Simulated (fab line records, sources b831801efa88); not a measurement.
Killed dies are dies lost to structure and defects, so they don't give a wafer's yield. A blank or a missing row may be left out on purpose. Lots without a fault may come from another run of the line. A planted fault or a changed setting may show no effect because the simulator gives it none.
Chamber matching | flow sky130 | SKY_VIA1_ETCH_15 on rie_diel-02: 4 sister chambers
The step etches SiO2 in C4F8/O2/Ar, stops on TiN, target depth 351 nm, time 54 s. 14 wafers are shown with their chamber, then 7 later ones without.

WAFERS WITH THEIR CHAMBER
wafer  | chamber | run_length_s (s) | oes_product_au (a.u.)
L990.1 | 3       | 82.6             | 0.979
L990.3 | 0       | 82.7             | 0.990
L990.6 | 3       | 82.3             | 0.975
L997.4 | 1       | 81.5             | 0.989
L997.5 | 0       | 82.5             | 0.984
L997.6 | 3       | 82.3             | 0.985
L999.1 | 1       | 81.7             | 0.995
L999.3 | 0       | 82.8             | 0.985
L999.5 | 2       | 81.9             | 0.983
L109.2 | 2       | 82.2             | 0.976
L109.4 | 1       | 82.3             | 0.989
L109.6 | 1       | 81.8             | 0.980
L111.1 | 1       | 81.6             | 0.976
L111.4 | 2       | 82.1             | 0.968

SIGNATURES (means of the wafers above)
reading        | chamber 0 | chamber 1 | chamber 2 | chamber 3 | scatter within a chamber
run_length_s   | 82.667    | 81.780    | 82.067    | 82.400    | 0.233
oes_product_au | 0.98633   | 0.98580   | 0.97567   | 0.97967   | 0.00647
Rule: a wafer's distance from a chamber is the root of the sum, over the readings, of the square of ((its reading less the chamber's mean) divided by the reading's scatter). The wafer belongs to the nearest chamber; if the next one is less than 2 further off, it can't be placed. The scatter: the root of (the sum of the squares of (reading less its chamber's mean) over the shown wafers, divided by (wafers less chambers)).

WAFERS WITHOUT THEIR CHAMBER
wafer  | run_length_s (s) | oes_product_au (a.u.)
L111.5 | 82.3             | 0.983
L112.1 | 82.5             | 0.987
L112.3 | 82.3             | 0.972
L112.6 | 82.1             | 0.985
L113.4 | 81.6             | 0.988
L113.5 | 82.0             | 0.982
L113.6 | 82.1             | 0.995

WHICH CHAMBER EACH WENT THROUGH
wafer  | from the rows above               | in truth
L111.5 | can't be placed: 3 or 2 or 0 or 1 | 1
L112.1 | can't be placed: 0 or 3 or 2      | 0
L112.3 | can't be placed: 2 or 3 or 0 or 1 | 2
L112.6 | can't be placed: 1 or 2 or 3 or 0 | 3
L113.4 | can't be placed: 1 or 2           | 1
L113.5 | can't be placed: 2 or 1 or 3 or 0 | 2
L113.6 | can't be placed: 1 or 3 or 0 or 2 | 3
Placed correctly: 0 of 7. Can't be placed from these rows: 7 (the true chamber is among the candidates in 7). Placed wrongly: 0.
